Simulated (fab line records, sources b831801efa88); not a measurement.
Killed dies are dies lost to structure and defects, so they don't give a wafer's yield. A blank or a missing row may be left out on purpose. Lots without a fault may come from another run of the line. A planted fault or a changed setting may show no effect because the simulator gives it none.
Which tool did it? | flow gf180mcu | 6 lots, 18 wafers sampled, at 2 steps of a route of 602

WHAT THE GAUGES READ, wafer by wafer
GF_VT_IMPLANT_TW_MEAS_43.
lot  | measured     | on            | VT_IMPLANT_4_TW
L280 | day 7 17:43  | film_metro-03 | 701 700 697
L284 | day 9 01:33  | film_metro-03 | 694 693 693
L286 | day 9 16:55  | film_metro-04 | 695 693 696
L290 | day 10 14:20 | film_metro-03 | 695 690 693
L293 | day 11 14:08 | film_metro-03 | 742 743 745 743 746 747
L300 | day 13 10:58 | film_metro-04 | 693 694 692

WHICH TOOL RAN EACH LOT (tool, then ch and the chambers of the sampled wafers, then the start)
lot  | GF_VT_IMPLANT_IMPLANT_41
L280 | implanter-03 ch 0, day 7 17:29
L284 | implanter-03 ch 0, day 9 01:19
L286 | implanter-03 ch 0, day 9 16:40
L290 | implanter-03 ch 0, day 10 14:05
L293 | implanter-03 ch 0, day 11 13:53
L300 | implanter-02 ch 0, day 13 10:43
- GF_VT_IMPLANT_IMPLANT_41

THE ANSWER, worked out from the rows above alone
Rule: what is usual is taken from the lots themselves. Put in order of their means at a reading, lots are off if they are a third of the lots or fewer, leave a main group of 4 or more, and stand apart from it by a gap of 3 or more times the standard deviation of the main group's means; of several such gaps the widest counts. A main group whose means are all the same, to the digits that the tables above print for the reading, isn't used. A lot without any number at a reading at which 4 lots or more have one is off too. The other lots that the step has rows for count as sound.
Off: L293, at GF_VT_IMPLANT_TW_MEAS_43 (VT_IMPLANT_4_TW). The main group: mean 695, standard deviation 2.5.
A tool fits if, at a process step before that reading, it ran every lot that is off, and no sound lot after the first of them. The gauges at GF_VT_IMPLANT_TW_MEAS_43 are tried like those tools. Can't be told from this: 2 tools fit, implanter-03 at GF_VT_IMPLANT_IMPLANT_41, film_metro-03 at GF_VT_IMPLANT_TW_MEAS_43.

WHAT THE SIMULATOR HAD PUT IN
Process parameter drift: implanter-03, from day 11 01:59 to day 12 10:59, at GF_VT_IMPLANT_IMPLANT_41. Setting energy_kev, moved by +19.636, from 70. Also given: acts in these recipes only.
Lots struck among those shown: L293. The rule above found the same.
